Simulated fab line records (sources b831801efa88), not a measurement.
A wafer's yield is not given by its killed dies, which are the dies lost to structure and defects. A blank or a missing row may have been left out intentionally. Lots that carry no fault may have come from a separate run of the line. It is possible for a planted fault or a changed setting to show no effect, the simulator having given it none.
Which tool did it? ; flow gf180mcu ; 36 wafers from 12 lots sampled at 6 of the route's 602 steps

WHAT THE GAUGES READ, wafer by wafer
GF_STI_THK_MEAS_24.
lot;measured;on;STI_CVD_23_THK (nm)
L897;day 2 03:29;film_metro-01;641 646 659
L899;day 2 14:48;film_metro-01;639 641 635
L901;day 3 00:37;film_metro-02;663 657 654
L903;day 3 10:38;film_metro-04;667 668 658
L907;day 4 08:02;film_metro-02;635 637 637
L908;day 4 12:35;film_metro-02;660 649 645
L911;day 5 05:49;film_metro-01;651 646 653
L915;day 6 01:12;film_metro-02;656 641 648
L916;day 6 07:46;film_metro-01;661 661 659
L918;day 6 15:58;film_metro-02;645 648 655
L919;day 6 20:37;film_metro-04;655 644 640
L920;day 7 01:45;film_metro-04;647 658 654

GF_LVPWELL_OVL_MEAS_07.
lot;measured;on;LVPWELL_OVL (nm)
L897;day 3 20:36;overlay-02;-0.1 0.8 0.8
L899;day 4 07:58;overlay-02;-0.2 -0.1 0.0
L901;day 4 18:49;overlay-02;0.8 1.3 0.6
L903;day 5 05:31;overlay-02;-1.1 0.0 -1.2
L907;day 6 05:19;overlay-01;-2.4 -1.8 -2.0
L908;day 6 10:13;overlay-02;-1.4 -1.0 -0.5
L911;day 7 06:07;overlay-01;0.9 -0.4 -0.5
L915;day 8 04:04;overlay-02;0.3 0.4 0.8
L916;day 8 08:46;overlay-01;-0.5 -0.9 -0.8
L918;day 8 18:37;overlay-01;1.2 -1.4 -0.2
L919;day 9 00:43;overlay-01;-0.2 -1.2 -0.6
L920;day 9 05:54;overlay-01;-0.6 -0.5 0.1

GF_MVPSD_TW_MEAS_11.
lot;measured;on;MVPSD_TW
L897;day 5 00:50;film_metro-01;547 545 544
L899;day 5 12:02;film_metro-01;544 547 544
L901;day 5 23:58;film_metro-04;557 558 554
L903;day 6 10:11;film_metro-03;556 556 555
L907;day 7 13:08;film_metro-03;601 606 601
L908;day 7 18:20;film_metro-01;589 589 588
L911;day 8 15:01;film_metro-03;559 555 555
L915;day 9 14:34;film_metro-04;560 558 557
L916;day 9 19:42;film_metro-01;542 547 543
L918;day 10 04:50;film_metro-04;557 558 558
L919;day 10 13:11;film_metro-03;554 553 554
L920;day 10 18:20;film_metro-01;545 550 546

GF_VT_IMPLANT_RS_MEAS_49: measures by four-point-probe.
lot;measured;on;MVPSD_RS (ohm/sq)
L897;day 7 12:24;film_metro-04;1161 1163 1163
L899;day 8 01:13;film_metro-04;1167 1167 1168
L901;day 8 15:57;film_metro-04;1166 1165 1168
L903;day 9 02:52;film_metro-04;1172 1172 1169
L907;day 10 09:25;film_metro-03;1319 1319 1323
L908;day 10 15:14;film_metro-03;1314 1315 1316
L911;day 11 13:49;film_metro-03;1174 1175 1175
L915;day 12 17:17;film_metro-03;1164 1166 1167
L916;day 12 23:35;film_metro-04;1169 1168 1166
L918;day 13 09:43;film_metro-04;1166 1167 1166
L919;day 13 19:05;film_metro-03;1170 1166 1168
L920;day 14 01:16;film_metro-03;1177 1177 1175

WHICH TOOL RAN EACH LOT (tool, then ch and the chambers of the sampled wafers, then the start)
lot;GF_STI_STRIP_15;GF_MVPSD_IMPLANT_08
L897;plasma_asher-03 ch 0,1, day 2 01:47;implanter-04 ch 0, day 5 00:26
L899;plasma_asher-02 ch 0,1, day 2 13:05;implanter-03 ch 0, day 5 11:38
L901;plasma_asher-01 ch 0,1, day 2 22:37;implanter-03 ch 0, day 5 23:35
L903;plasma_asher-02 ch 0,1, day 3 08:53;implanter-02 ch 0, day 6 09:47
L907;plasma_asher-03 ch 0,1, day 4 04:59;implanter-03 ch 0, day 7 12:44
L908;plasma_asher-03 ch 0,1, day 4 10:14;implanter-03 ch 0, day 7 17:56
L911;plasma_asher-03 ch 0,1, day 5 01:16;implanter-04 ch 0, day 8 14:38
L915;plasma_asher-01 ch 0,1, day 5 23:28;implanter-04 ch 0, day 9 14:13
L916;plasma_asher-01 ch 0, day 6 04:52;implanter-02 ch 0, day 9 19:19
L918;plasma_asher-03 ch 0,1, day 6 14:13;implanter-04 ch 0, day 10 04:26
L919;plasma_asher-02 ch 0,1, day 6 18:52;implanter-02 ch 0, day 10 12:49
L920;plasma_asher-03 ch 0,1, day 7 00:02;implanter-02 ch 0, day 10 17:56
- GF_STI_STRIP_15: strips in O2/N2.
- GF_MVPSD_IMPLANT_08

WHAT THE TOOLS THEMSELVES READ (means of the sampled wafers that have a number; where no wafer has one, the mark that the record gives instead)
GF_STI_STRIP_15.
lot;tool;drypump_motor_current_A (A);heater_power_w (W);oes_product_au (a.u.);strip_time_to_endpoint_s (s)
L897;plasma_asher-03;5.5;334;0.387;3.75
L899;plasma_asher-02;5.9;318;0.384;3.76
L901;plasma_asher-01;5.8;349;0.383;3.72
L903;plasma_asher-02;5.9;323;0.386;3.75
L907;plasma_asher-03;5.4;356;0.382;3.73
L908;plasma_asher-03;5.5;339;0.385;3.71
L911;plasma_asher-03;5.6;349;0.382;3.72
L915;plasma_asher-01;5.5;346;0.383;3.73
L916;plasma_asher-01;6.0;348;0.387;3.72
L918;plasma_asher-03;5.5;337;0.386;3.72
L919;plasma_asher-02;5.9;315;0.385;3.73
L920;plasma_asher-03;5.3;361;0.378;3.75

GF_MVPSD_IMPLANT_08.
lot;tool;beam_on_s (s);tilt_deg (degrees)
L897;implanter-04;10.06;0.005
L899;implanter-03;10.03;-0.004
L901;implanter-03;10.20;0.008
L903;implanter-02;10.05;-0.003
L907;implanter-03;10.09;3.177
L908;implanter-03;9.88;3.166
L911;implanter-04;10.08;-0.015
L915;implanter-04;10.14;-0.009
L916;implanter-02;9.94;-0.021
L918;implanter-04;9.92;-0.025
L919;implanter-02;10.09;-0.004
L920;implanter-02;10.07;-0.002

THE ANSWER, worked out from the rows above alone
Rule: usual is defined by the lots themselves. The widest of any qualifying gaps counts: lots, ordered by their means at a reading, are off when they make up no more than a third of the lots, leave a main group of 4 or more, and stand apart from it by 3 or more times the standard deviation of that group's means. The tables above print the reading to a certain number of digits; a main group whose means all agree to those digits is not used. A lot without any number at a reading at which 4 lots or more have one is off too. Where the step has rows for the other lots, those lots are counted as sound. Order of review: gauges by route order, followed by the tools' own readings, for which a lot's mean as printed above is used. The first step at which some lot is off is used, and at that step the reading that is off furthest; a lot without a number counts as furthest.
Off: at GF_MVPSD_TW_MEAS_11 (MVPSD_TW), L907, L908. Main group: mean 552, sd 5.6.
A tool fits if, at a process step before that reading, it ran every lot that is off, and no sound lot after the first of them. Not tried: the gauges at GF_MVPSD_TW_MEAS_11; whatever is off there is also off at GF_MVPSD_IMPLANT_08, on other tools, and gauge error can't account for it. One candidate fits, namely implanter-03 at GF_MVPSD_IMPLANT_08. Its last sound lot is L901 (day 5 23:35), its first lot that is off L907 (day 7 12:44): a fault that began between those two fits.
The tool's own readings at GF_MVPSD_IMPLANT_08 bear it out: on the lots that are off they differ by more than 5 times the standard deviation of the sound lots' means. tilt_deg reads 3.171 degrees there against -0.007 degrees on the sound lots.

WHAT WAS PUT IN BY THE SIMULATOR
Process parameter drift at GF_MVPSD_IMPLANT_08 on implanter-03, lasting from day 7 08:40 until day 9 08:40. Setting tilt_deg shifted by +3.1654 from 0. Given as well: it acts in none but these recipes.
Lots struck among those shown: L907, L908. This agrees with what the rule above found.
